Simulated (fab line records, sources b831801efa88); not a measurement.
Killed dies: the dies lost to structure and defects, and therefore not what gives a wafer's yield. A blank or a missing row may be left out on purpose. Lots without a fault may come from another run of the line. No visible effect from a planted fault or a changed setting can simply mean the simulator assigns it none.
fab line records + flow sky130
record:
- lots: 13
- wafers: 39
- last-day: 51
route steps=708 shown FIELD_ISO@5 NWELL@76 LDD_N@253 LDD_P@265 VIA1@461
lots that met no fault: from a run of the same line without faults
start-h: start of the lot's first displayed wafer, in hours after the record's first day + wait-h: how many hours have passed since the lot's step before this one + " same as the row above + L1.1+2: a single row standing in for several wafers + - no value, or no start was given + * or withheld: withheld + < > ~ a bound
route shown NAME@n: names a module that has steps shown in the file, with the first one's number in the route + usual: average and standard deviation across the fault-free wafers + same: alike in all rows + chamber/n: place in a boat + sites: readings site by site + _std_site: the standard deviation of these + _edge_site: outer sites' mean less inner sites' + radius-mm: for every site, how far away it sits from the centre of the wafer + mask NAME#n: copy n + behind: the tool/chamber that last shaped the wafer + hold: why the lot went on hold/how many hours it stayed there/how the hold came to an end + device: names the non-switching transistor (n, p or np) + end of line: the tests these same wafers got at the end of their route + a step with no rows: only its recipe + killed: dies lost to structure and defects at the first sort, not the wafer's yield + map: the dies of a wafer, with x for killed, . for not killed, _ for no die there
set.NAME: the setting as run; set.NAME@STEP: as run at that earlier step + model.NAME: the simulator's own value behind a step, which no gauge read
steps of the route over a sample of lots; a table a step, a row a wafer
services: when a tool's chamber went out of use (start-h, in hours from the record's first day, below 0 if earlier), for how many hours, and the reason
== steps ==
step: SKY_FIELD_ISO_THK_MEAS_04
recipe:
- reads: Si3N4_of_FIELD_ISO_CVD_03
usual:
- FIELD_ISO_CVD_03_THK: 165.0/1.2
| lot.wafer | tool          | chamber | start-h | wait-h | FIELD_ISO_CVD_03_THK[nm] |
|-----------|---------------|---------|---------|--------|--------------------------|
| L350.1    | film-metro-02 | -       | 19.19   | 0.0    | 166.0                    |
| L350.4    | "             | -       | "       | "      | 165.0                    |
| L350.5    | "             | -       | "       | "      | 166.5                    |
| L352.3    | film-metro-03 | -       | 28.75   | 0.0    | 165.8                    |
| L352.4    | "             | -       | "       | "      | 165.6                    |
| L352.5    | "             | -       | "       | "      | 166.8                    |
| L354.1    | film-metro-02 | -       | 38.79   | 0.0    | 165.8                    |
| L354.3    | "             | -       | "       | "      | 164.3                    |
| L354.4    | "             | -       | "       | "      | 166.0                    |
| L357.2    | film-metro-02 | -       | 53.67   | 0.0    | 165.8                    |
| L357.3    | "             | -       | "       | "      | 165.9                    |
| L357.6    | "             | -       | "       | "      | 166.4                    |
| L356.3    | film-metro-01 | -       | 53.68   | 0.0    | 164.1                    |
| L356.4    | "             | -       | "       | "      | 164.2                    |
| L356.5    | "             | -       | "       | "      | 162.9                    |
| L358.2    | film-metro-03 | -       | 63.42   | 0.0    | 165.2                    |
| L358.3    | "             | -       | "       | "      | 166.4                    |
| L358.4    | "             | -       | "       | "      | 165.5                    |
| L360.1    | film-metro-01 | -       | 70.97   | 0.0    | 164.0                    |
| L360.2    | "             | -       | "       | "      | 164.5                    |
| L360.5    | "             | -       | "       | "      | 164.1                    |
| L361.1    | film-metro-01 | -       | 75.01   | 0.0    | 165.1                    |
| L361.2    | "             | -       | "       | "      | 166.8                    |
| L361.6    | "             | -       | "       | "      | 166.1                    |
| L366.1    | film-metro-02 | -       | 100.34  | 0.0    | 164.7                    |
| L366.4    | "             | -       | "       | "      | 163.3                    |
| L366.6    | "             | -       | "       | "      | 163.6                    |
| L368.1    | film-metro-02 | -       | 116.16  | 0.0    | 165.8                    |
| L368.2    | "             | -       | "       | "      | 166.2                    |
| L368.3    | "             | -       | "       | "      | 164.7                    |
| L369.2    | film-metro-01 | -       | 116.22  | 0.1    | 166.3                    |
| L369.4    | "             | -       | "       | "      | 166.1                    |
| L369.6    | "             | -       | "       | "      | 166.8                    |
| L371.1    | film-metro-01 | -       | 126.02  | 0.0    | 165.4                    |
| L371.2    | "             | -       | "       | "      | 167.8                    |
| L371.5    | "             | -       | "       | "      | 166.3                    |
| L372.2    | film-metro-02 | -       | 132.87  | 0.0    | 166.9                    |
| L372.4    | "             | -       | "       | "      | 166.1                    |
| L372.5    | "             | -       | "       | "      | 166.3                    |
step: SKY_NWELL_OVL_MEAS_23
usual:
- NWELL_01_OVL: -0.3/1.4
| lot.wafer | tool       | chamber | start-h | wait-h | NWELL_01_OVL[nm] |
|-----------|------------|---------|---------|--------|------------------|
| L350.1    | overlay-02 | -       | 118.38  | -      | -2.1             |
| L350.4    | "          | -       | "       | "      | -2.4             |
| L350.5    | "          | -       | "       | "      | 0.2              |
| L352.3    | overlay-02 | -       | 131.59  | -      | 1.1              |
| L352.4    | "          | -       | "       | "      | 1.0              |
| L352.5    | "          | -       | "       | "      | 0.8              |
| L354.1    | overlay-01 | -       | 135.46  | -      | 1.0              |
| L354.3    | "          | -       | "       | "      | 1.5              |
| L354.4    | "          | -       | "       | "      | 0.9              |
| L356.3    | overlay-01 | -       | 150.54  | -      | 1.9              |
| L356.4    | "          | -       | "       | "      | 1.3              |
| L356.5    | "          | -       | "       | "      | -0.5             |
| L357.2    | overlay-01 | -       | 150.88  | -      | -1.4             |
| L357.3    | "          | -       | "       | "      | -0.6             |
| L357.6    | "          | -       | "       | "      | 0.2              |
| L358.2    | overlay-02 | -       | 162.48  | -      | 0.9              |
| L358.3    | "          | -       | "       | "      | 1.7              |
| L358.4    | "          | -       | "       | "      | 0.7              |
| L360.1    | overlay-02 | -       | 169.62  | -      | -4.2             |
| L360.2    | "          | -       | "       | "      | -4.8             |
| L360.5    | "          | -       | "       | "      | -4.0             |
| L361.1    | overlay-02 | -       | 179.80  | -      | -0.9             |
| L361.2    | "          | -       | "       | "      | -0.5             |
| L361.6    | "          | -       | "       | "      | -1.5             |
| L366.1    | overlay-01 | -       | 227.13  | -      | -1.5             |
| L366.4    | "          | -       | "       | "      | 0.6              |
| L366.6    | "          | -       | "       | "      | -1.9             |
| L369.2    | overlay-02 | -       | 237.98  | -      | -1.6             |
| L369.4    | "          | -       | "       | "      | -1.4             |
| L369.6    | "          | -       | "       | "      | 1.3              |
| L368.1    | overlay-01 | -       | 238.07  | -      | 0.1              |
| L368.2    | "          | -       | "       | "      | 0.6              |
| L368.3    | "          | -       | "       | "      | 0.2              |
| L371.1    | overlay-02 | -       | 244.95  | -      | -0.2             |
| L371.2    | "          | -       | "       | "      | -1.0             |
| L371.5    | "          | -       | "       | "      | -0.9             |
| L372.2    | overlay-02 | -       | 249.03  | -      | -0.4             |
| L372.4    | "          | -       | "       | "      | -1.2             |
| L372.5    | "          | -       | "       | "      | -1.0             |
step: SKY_LDD_N_STRIP_16
recipe:
- chemistry: O2/N2
- power-w: 1400
- pressure-mtorr: 1500
- platen-temp-c: withheld
- o2-flow-sccm: 3000
- n2-flow-sccm: 300
- overash-fraction: 0.5
usual:
- chamber-pressure-mTorr: 1499.9/1.4
- drypump-motor-current-A: 5.2/0.31
- n2-flow-sccm: 300.1/0.87
- o2-flow-sccm: 2999/8.4
- oes-product-au: 0.406/0.0048
- strip-time-to-endpoint-s: 4.312/0.013
| lot.wafer | tool            | chamber | start-h | wait-h | chamber-pressure-mTorr | drypump-motor-current-A | n2-flow-sccm | o2-flow-sccm | oes-product-au | rf-hours-counter-h | strip-time-to-endpoint-s |
|-----------|-----------------|---------|---------|--------|------------------------|-------------------------|--------------|--------------|----------------|--------------------|--------------------------|
| L350.1    | plasma-asher-04 | 0       | 419.71  | 0.1    | 1498.8                 | 5.2                     | 300.2        | 2993         | 0.410          | 73                 | 4.333                    |
| L350.4    | "               | 0       | "       | "      | 1501.1                 | 5.1                     | 301.7        | 2989         | 0.412          | -                  | 4.325                    |
| L350.5    | "               | 0       | "       | "      | 1499.6                 | 5.2                     | 300.2        | 3001         | 0.410          | -                  | 4.321                    |
| L352.3    | plasma-asher-04 | 1       | 446.40  | 0.1    | 1500.8                 | 4.9                     | 300.3        | 2998         | 0.405          | -                  | 4.323                    |
| L352.4    | "               | 0       | "       | "      | 1500.8                 | 5.2                     | 300.3        | 2997         | 0.417          | -                  | 4.297                    |
| L352.5    | "               | 1       | "       | "      | 1501.6                 | 4.9                     | 300.6        | 2996         | 0.408          | -                  | 4.321                    |
| L354.1    | plasma-asher-02 | 0       | 447.67  | 0.1    | 1500.2                 | 5.1                     | 300.2        | 2992         | 0.411          | 33                 | 4.310                    |
| L354.3    | "               | 1       | "       | "      | 1502.1                 | 5.6                     | 300.9        | 3003         | 0.407          | -                  | 4.302                    |
| L354.4    | "               | 0       | "       | "      | 1500.8                 | 5.1                     | 300.7        | 3006         | 0.407          | -                  | 4.308                    |
| L356.3    | plasma-asher-01 | 1       | 479.35  | 0.1    | 1502.0                 | 4.8                     | 299.9        | 3007         | 0.403          | -                  | 4.300                    |
| L356.4    | "               | 0       | "       | "      | 1499.1                 | 5.7                     | 298.1        | 3003         | 0.407          | -                  | 4.313                    |
| L356.5    | "               | 1       | "       | "      | 1502.3                 | 4.8                     | 299.8        | 3009         | 0.410          | -                  | 4.308                    |
| L357.2    | plasma-asher-04 | 1       | 479.51  | 0.1    | 1500.6                 | 4.9                     | 301.2        | 2999         | 0.400          | 5                  | 4.316                    |
| L357.3    | "               | 1       | "       | "      | 1498.1                 | 4.9                     | 301.2        | 3009         | 0.409          | -                  | 4.318                    |
| L357.6    | "               | 0       | "       | "      | 1503.0                 | 5.2                     | 301.2        | 3008         | 0.403          | -                  | 4.326                    |
| L358.2    | plasma-asher-04 | 0       | 496.79  | 0.1    | 1502.4                 | 5.2                     | 299.2        | 2989         | 0.401          | 7                  | 4.311                    |
| L358.3    | "               | 0       | "       | "      | 1499.7                 | 5.2                     | 300.0        | 2996         | 0.404          | -                  | 4.310                    |
| L358.4    | "               | 1       | "       | "      | 1501.8                 | 4.9                     | 300.9        | 3000         | 0.409          | -                  | 4.317                    |
| L360.1    | plasma-asher-04 | 0       | 507.02  | 0.1    | 1512.8                 | 5.1                     | 301.7        | 2988         | 0.593          | 8                  | -                        |
| L360.2    | "               | 1       | "       | "      | 1514.3                 | 5.0                     | 301.5        | 2996         | 0.672          | 8                  | -                        |
| L360.5    | "               | 1       | "       | "      | 1509.8                 | 5.0                     | 297.8        | 2998         | 0.565          | -                  | -                        |
| L361.1    | plasma-asher-02 | 1       | 516.54  | 0.1    | 1501.8                 | 5.6                     | 300.3        | 2996         | 0.403          | 40                 | 4.299                    |
| L361.2    | "               | 0       | "       | "      | 1502.1                 | 5.1                     | 299.4        | 2998         | 0.405          | 40                 | 4.308                    |
| L361.6    | "               | 1       | "       | "      | 1499.6                 | 5.6                     | 300.0        | 3002         | 0.403          | -                  | 4.287                    |
| L366.1    | plasma-asher-02 | 1       | 587.06  | 0.1    | 1499.6                 | 5.6                     | 297.9        | 3000         | 0.412          | 46                 | 4.280                    |
| L366.4    | "               | 0       | "       | "      | 1499.1                 | 5.1                     | 299.7        | 3003         | 0.402          | -                  | 4.301                    |
| L366.6    | "               | 1       | "       | "      | 1497.9                 | 5.6                     | 299.3        | 2998         | 0.410          | -                  | 4.311                    |
| L368.1    | plasma-asher-01 | 0       | 598.54  | 0.1    | 1499.0                 | 5.7                     | 300.6        | 3005         | 0.401          | 78                 | 4.312                    |
| L368.2    | "               | 1       | "       | "      | 1499.0                 | 4.8                     | 299.1        | 3006         | 0.399          | 78                 | 4.301                    |
| L368.3    | "               | 0       | "       | "      | 1499.5                 | 5.7                     | 299.7        | 3006         | 0.399          | -                  | 4.330                    |
| L369.2    | plasma-asher-04 | 0       | 601.34  | 0.1    | 1499.9                 | 5.2                     | 299.9        | 2988         | 0.410          | 17                 | 4.322                    |
| L369.4    | "               | 0       | "       | "      | 1499.3                 | 5.2                     | 301.9        | 2996         | 0.403          | -                  | 4.312                    |
| L369.6    | "               | 0       | "       | "      | 1499.2                 | 5.2                     | 300.3        | 2985         | 0.407          | -                  | 4.322                    |
| L371.1    | plasma-asher-04 | 0       | 606.64  | 0.1    | 1500.0                 | 5.2                     | 300.5        | 3005         | 0.405          | 18                 | 4.314                    |
| L371.2    | "               | 1       | "       | "      | 1502.8                 | 4.9                     | 300.0        | 2994         | 0.407          | 18                 | 4.302                    |
| L371.5    | "               | 0       | "       | "      | 1497.9                 | 5.2                     | 300.0        | 3001         | 0.396          | -                  | 4.310                    |
| L372.2    | plasma-asher-04 | 1       | 615.89  | 0.1    | 1498.6                 | 4.9                     | 300.6        | 3003         | 0.403          | 19                 | 4.302                    |
| L372.4    | "               | 1       | "       | "      | 1500.1                 | 4.8                     | 301.2        | 3000         | 0.401          | -                  | 4.305                    |
| L372.5    | "               | 0       | "       | "      | 1501.6                 | 5.2                     | 299.8        | 3018         | 0.403          | -                  | 4.301                    |
step: SKY_LDD_P_STRIP_10
recipe:
- chemistry: O2/N2
- power-w: 1400
- pressure-mtorr: 1500
- platen-temp-c: withheld
- o2-flow-sccm: 3000
- n2-flow-sccm: 300
- overash-fraction: 0.5
usual:
- chamber-pressure-mTorr: 1500.0/1.4
- drypump-motor-current-A: 5.5/0.47
- n2-flow-sccm: 300.0/0.85
- o2-flow-sccm: 2999/8.6
- oes-product-au: 0.716/0.0041
- strip-time-to-endpoint-s: 14.18/0.041
| lot.wafer | tool            | chamber | start-h | wait-h | chamber-pressure-mTorr | drypump-motor-current-A | n2-flow-sccm | o2-flow-sccm | oes-product-au | rf-hours-counter-h | strip-time-to-endpoint-s |
|-----------|-----------------|---------|---------|--------|------------------------|-------------------------|--------------|--------------|----------------|--------------------|--------------------------|
| L350.1    | plasma-asher-03 | 1       | 450.48  | 0.1    | 1500.6                 | 5.8                     | 299.5        | 3003         | 0.719          | 75                 | 14.21                    |
| L350.4    | "               | 1       | "       | "      | 1499.1                 | 5.8                     | 299.2        | 3002         | 0.713          | -                  | 14.19                    |
| L350.5    | "               | 0       | "       | "      | 1502.8                 | 6.3                     | 300.1        | 3006         | 0.711          | -                  | 14.18                    |
| L352.3    | plasma-asher-01 | 1       | 476.36  | 0.1    | 1499.6                 | 4.8                     | 299.8        | 2992         | 0.714          | -                  | 14.15                    |
| L352.4    | "               | 0       | "       | "      | 1499.6                 | 5.7                     | 299.7        | 2998         | 0.723          | -                  | 14.17                    |
| L352.5    | "               | 0       | "       | "      | 1497.9                 | 5.6                     | 299.8        | 3011         | 0.716          | -                  | 14.15                    |
| L354.1    | plasma-asher-02 | 1       | 477.93  | 0.1    | 1501.6                 | 5.6                     | 301.1        | 2992         | 0.712          | 37                 | 14.20                    |
| L354.3    | "               | 1       | "       | "      | 1500.2                 | 5.6                     | 300.5        | 3002         | 0.708          | -                  | 14.16                    |
| L354.4    | "               | 0       | "       | "      | 1499.7                 | 5.1                     | 300.7        | 3006         | 0.708          | -                  | 14.14                    |
| L356.3    | plasma-asher-02 | 0       | 509.76  | 0.1    | 1500.1                 | 5.1                     | 300.3        | 2994         | 0.713          | -                  | 14.24                    |
| L356.4    | "               | 1       | "       | "      | 1501.1                 | 5.6                     | 299.8        | 2992         | 0.718          | -                  | 14.16                    |
| L356.5    | "               | 1       | "       | "      | 1501.0                 | 5.6                     | 299.3        | 3005         | 0.717          | -                  | 14.21                    |
| L357.2    | plasma-asher-03 | 0       | 510.33  | 0.1    | 1498.8                 | 6.4                     | 300.1        | 2985         | 0.719          | 79                 | 14.22                    |
| L357.3    | "               | 1       | "       | "      | 1499.7                 | 5.8                     | 300.1        | 3007         | 0.712          | -                  | 14.24                    |
| L357.6    | "               | 0       | "       | "      | 1501.3                 | 6.3                     | 299.7        | 3008         | 0.716          | -                  | 14.20                    |
| L358.2    | plasma-asher-02 | 0       | 527.93  | 0.1    | 1501.7                 | 5.1                     | 299.9        | 2996         | 0.719          | 41                 | 14.14                    |
| L358.3    | "               | 0       | "       | "      | 1500.5                 | 5.1                     | 299.4        | 3002         | 0.718          | -                  | 14.11                    |
| L358.4    | "               | 1       | "       | "      | 1500.6                 | 5.6                     | 300.1        | 3000         | 0.716          | -                  | 14.10                    |
| L360.1    | plasma-asher-01 | 0       | 538.11  | 0.2    | 1498.9                 | 5.7                     | 300.0        | 2998         | 0.711          | 72                 | 17.91                    |
| L360.2    | "               | 1       | "       | "      | 1502.0                 | 4.9                     | 300.0        | 2997         | 0.714          | 72                 | 17.88                    |
| L360.5    | "               | 1       | "       | "      | 1499.0                 | 4.8                     | 300.2        | 3011         | 0.717          | -                  | 17.89                    |
| L361.1    | plasma-asher-02 | 0       | 546.68  | 0.1    | 1498.9                 | 5.1                     | 300.2        | 3016         | 0.716          | 42                 | 14.05                    |
| L361.2    | "               | 1       | "       | "      | 1501.1                 | 5.6                     | 300.6        | 3004         | 0.720          | 42                 | 14.08                    |
| L361.6    | "               | 0       | "       | "      | 1497.9                 | 5.1                     | 299.8        | 3000         | 0.715          | -                  | 14.10                    |
| L366.1    | plasma-asher-01 | 0       | 617.26  | 0.1    | 1500.5                 | 5.7                     | 300.7        | 3000         | 0.709          | 80                 | 14.20                    |
| L366.4    | "               | 0       | "       | "      | 1497.5                 | 5.7                     | 299.9        | 2993         | 0.721          | -                  | 14.20                    |
| L366.6    | "               | 0       | "       | "      | 1500.5                 | 5.7                     | 298.6        | 2987         | 0.717          | -                  | 14.21                    |
| L368.1    | plasma-asher-03 | 0       | 627.73  | 0.1    | 1499.5                 | 6.3                     | 300.4        | 3001         | 0.716          | 91                 | 14.15                    |
| L368.2    | "               | 1       | "       | "      | 1501.0                 | 5.8                     | 298.9        | 2999         | 0.705          | 91                 | 14.17                    |
| L368.3    | "               | 1       | "       | "      | 1499.1                 | 5.8                     | 299.1        | 3010         | 0.713          | -                  | 14.18                    |
| L369.2    | plasma-asher-01 | 0       | 630.38  | 0.1    | 1501.1                 | 5.7                     | 300.0        | 3000         | 0.715          | 82                 | 14.13                    |
| L369.4    | "               | 0       | "       | "      | 1497.5                 | 5.7                     | 300.4        | 2994         | 0.712          | -                  | 14.14                    |
| L369.6    | "               | 1       | "       | "      | 1500.7                 | 4.8                     | 299.8        | 2996         | 0.721          | -                  | 14.12                    |
| L371.1    | plasma-asher-01 | 1       | 636.08  | 0.1    | 1501.0                 | 4.8                     | 300.9        | 3018         | 0.712          | 82                 | 14.22                    |
| L371.2    | "               | 0       | "       | "      | 1499.3                 | 5.7                     | 300.3        | 2984         | 0.706          | 82                 | 14.22                    |
| L371.5    | "               | 1       | "       | "      | 1499.8                 | 4.8                     | 300.6        | 2997         | 0.713          | -                  | 14.21                    |
| L372.2    | plasma-asher-03 | 1       | 645.53  | 0.1    | 1501.7                 | 5.8                     | 300.4        | 3002         | 0.713          | 93                 | 14.20                    |
| L372.4    | "               | 0       | "       | "      | 1499.8                 | 6.3                     | 299.2        | 2976         | 0.723          | -                  | 14.18                    |
| L372.5    | "               | 1       | "       | "      | 1500.5                 | 5.8                     | 300.2        | 2996         | 0.711          | -                  | 14.18                    |
step: SKY_LDD_P_TW_MEAS_11
usual:
- LDD_P_TW: 635/5.4
| lot.wafer | tool          | chamber | start-h | wait-h | LDD_P_TW |
|-----------|---------------|---------|---------|--------|----------|
| L350.1    | film-metro-04 | -       | 450.58  | 0.1    | 639      |
| L350.4    | "             | -       | "       | "      | 639      |
| L350.5    | "             | -       | "       | "      | 641      |
| L352.3    | film-metro-04 | -       | 476.45  | 0.1    | 637      |
| L352.4    | "             | -       | "       | "      | 638      |
| L352.5    | "             | -       | "       | "      | 638      |
| L354.1    | film-metro-04 | -       | 478.03  | 0.1    | 640      |
| L354.3    | "             | -       | "       | "      | 641      |
| L354.4    | "             | -       | "       | "      | 642      |
| L356.3    | film-metro-02 | -       | 509.85  | 0.1    | 636      |
| L356.4    | "             | -       | "       | "      | 631      |
| L356.5    | "             | -       | "       | "      | 632      |
| L357.2    | film-metro-02 | -       | 510.44  | 0.1    | 633      |
| L357.3    | "             | -       | "       | "      | 630      |
| L357.6    | "             | -       | "       | "      | 633      |
| L358.2    | film-metro-02 | -       | 528.04  | 0.1    | 632      |
| L358.3    | "             | -       | "       | "      | 633      |
| L358.4    | "             | -       | "       | "      | 632      |
| L360.1    | film-metro-02 | -       | 538.21  | 0.1    | 30       |
| L360.2    | "             | -       | "       | "      | 30       |
| L360.5    | "             | -       | "       | "      | 30       |
| L361.1    | film-metro-04 | -       | 546.78  | 0.1    | 641      |
| L361.2    | "             | -       | "       | "      | 643      |
| L361.6    | "             | -       | "       | "      | 639      |
| L366.1    | film-metro-02 | -       | 617.36  | 0.1    | 626      |
| L366.4    | "             | -       | "       | "      | 630      |
| L366.6    | "             | -       | "       | "      | 623      |
| L368.1    | film-metro-03 | -       | 627.83  | 0.1    | 629      |
| L368.2    | "             | -       | "       | "      | 632      |
| L368.3    | "             | -       | "       | "      | 628      |
| L369.2    | film-metro-03 | -       | 630.49  | 0.1    | 629      |
| L369.4    | "             | -       | "       | "      | 629      |
| L369.6    | "             | -       | "       | "      | 628      |
| L371.1    | film-metro-04 | -       | 636.18  | 0.1    | 644      |
| L371.2    | "             | -       | "       | "      | 642      |
| L371.5    | "             | -       | "       | "      | 640      |
| L372.2    | film-metro-02 | -       | 645.64  | 0.1    | 626      |
| L372.4    | "             | -       | "       | "      | 630      |
| L372.5    | "             | -       | "       | "      | 629      |
step: SKY_VIA1_BOW_MEAS_03
recipe:
- mode: bow
usual:
- VIA1_BOW: 83/8.4
| lot.wafer | tool          | chamber | start-h | wait-h | VIA1_BOW[um] |
|-----------|---------------|---------|---------|--------|--------------|
| L350.1    | film-metro-01 | -       | 785.94  | 0.1    | 76           |
| L350.4    | "             | -       | "       | "      | 73           |
| L350.5    | "             | -       | "       | "      | 61           |
| L352.3    | film-metro-04 | -       | 806.43  | 0.3    | 69           |
| L352.4    | "             | -       | "       | "      | 79           |
| L352.5    | "             | -       | "       | "      | 100          |
| L354.1    | film-metro-02 | -       | 810.12  | 0.1    | 78           |
| L354.3    | "             | -       | "       | "      | 89           |
| L354.4    | "             | -       | "       | "      | 83           |
| L356.3    | film-metro-02 | -       | 834.58  | 0.3    | 83           |
| L356.4    | "             | -       | "       | "      | 84           |
| L356.5    | "             | -       | "       | "      | 88           |
| L357.2    | film-metro-04 | -       | 836.39  | 0.2    | 94           |
| L357.3    | "             | -       | "       | "      | 102          |
| L357.6    | "             | -       | "       | "      | 86           |
| L358.2    | film-metro-02 | -       | 852.27  | 0.2    | 75           |
| L358.3    | "             | -       | "       | "      | 73           |
| L358.4    | "             | -       | "       | "      | 71           |
| L360.1    | film-metro-04 | -       | 860.65  | 0.1    | 86           |
| L360.2    | "             | -       | "       | "      | 72           |
| L360.5    | "             | -       | "       | "      | 104          |
| L361.1    | film-metro-01 | -       | 866.76  | 0.2    | 81           |
| L361.2    | "             | -       | "       | "      | 70           |
| L361.6    | "             | -       | "       | "      | 82           |
| L366.1    | film-metro-02 | -       | 927.18  | 0.1    | 80           |
| L366.4    | "             | -       | "       | "      | 79           |
| L366.6    | "             | -       | "       | "      | 85           |
| L368.1    | film-metro-04 | -       | 938.30  | 0.2    | 74           |
| L368.2    | "             | -       | "       | "      | 93           |
| L368.3    | "             | -       | "       | "      | 82           |
| L369.2    | film-metro-02 | -       | 940.84  | 0.1    | 73           |
| L369.4    | "             | -       | "       | "      | 72           |
| L369.6    | "             | -       | "       | "      | 77           |
| L371.1    | film-metro-04 | -       | 944.08  | 0.1    | 89           |
| L371.2    | "             | -       | "       | "      | 86           |
| L371.5    | "             | -       | "       | "      | 84           |
| L372.2    | film-metro-04 | -       | 951.53  | 0.3    | 95           |
| L372.4    | "             | -       | "       | "      | 76           |
| L372.5    | "             | -       | "       | "      | 83           |
== services ==
| tool            | chamber | start-h | hours | kind       |
|-----------------|---------|---------|-------|------------|
| plasma-asher-01 | -       | 397.68  | 13.3  | repair     |
| plasma-asher-01 | -       | 415.23  | 0.5   | repair     |
| plasma-asher-04 | -       | 421.25  | 9.0   | pm         |
| plasma-asher-04 | 0       | 421.25  | 9.0   | vent-cycle |
| plasma-asher-04 | 1       | 421.25  | 9.0   | vent-cycle |
| plasma-asher-04 | 0       | 430.25  | -     | clean      |
| plasma-asher-04 | 1       | 430.25  | -     | clean      |
| plasma-asher-03 | -       | 456.20  | 14.6  | pm         |
| plasma-asher-04 | -       | 476.36  | 1.3   | repair     |
| plasma-asher-02 | -       | 532.36  | 11.8  | pm         |
| plasma-asher-03 | -       | 536.17  | 4.3   | pm         |
| plasma-asher-01 | -       | 539.71  | 0.5   | repair     |
| plasma-asher-04 | -       | 555.30  | 6.8   | repair     |
| plasma-asher-04 | -       | 636.08  | 14.6  | pm         |
== key ==
first-sign:
- step: SKY_LDD_N_STRIP_16
- reading: oes-product-au
- direction: up
- sigmas: 43
- usual: 0.406
- struck: 0.610
effect:
- step: SKY_LDD_N_STRIP_16
- reading: chamber-pressure-mTorr
- direction: up
- sigmas: 8.9
- usual: 1499.9
- struck: 1512.3
effect:
- step: SKY_LDD_P_STRIP_10
- reading: strip-time-to-endpoint-s
- direction: up
- sigmas: 90
- usual: *
- struck: *
effect:
- step: SKY_LDD_P_TW_MEAS_11
- reading: LDD_P_TW
- direction: down
- sigmas: 99+
- usual: 635
- struck: 30
met-at SKY_LDD_N_STRIP_16
struck-lots L360
sort-left-out L360.1,L360.2,L360.5
tester-left-out L360
not-acting-at SKY_FIELD_ISO_THK_MEAS_04,SKY_NWELL_OVL_MEAS_23,SKY_VIA1_BOW_MEAS_03
onset-between 496.79 507.02
fault:
- kind: strip-aborted
- tool: plasma-asher-04
- chamber: -
- onset-h: 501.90
- steps: SKY_LDD_N_STRIP_16
- offset: 1
- end-h: 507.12
tester-left-out: of these lots the tester's yield and bins aren't shown, on N5 and GAA mostly nor the transistor test; their killed dies are dies lost to structure and defects alone, not to doping, threshold or leakage, so they don't give the yield
sort-left-out: the simulated sort isn't trusted on such a fault, so these wafers' sort isn't shown, and their yield isn't known
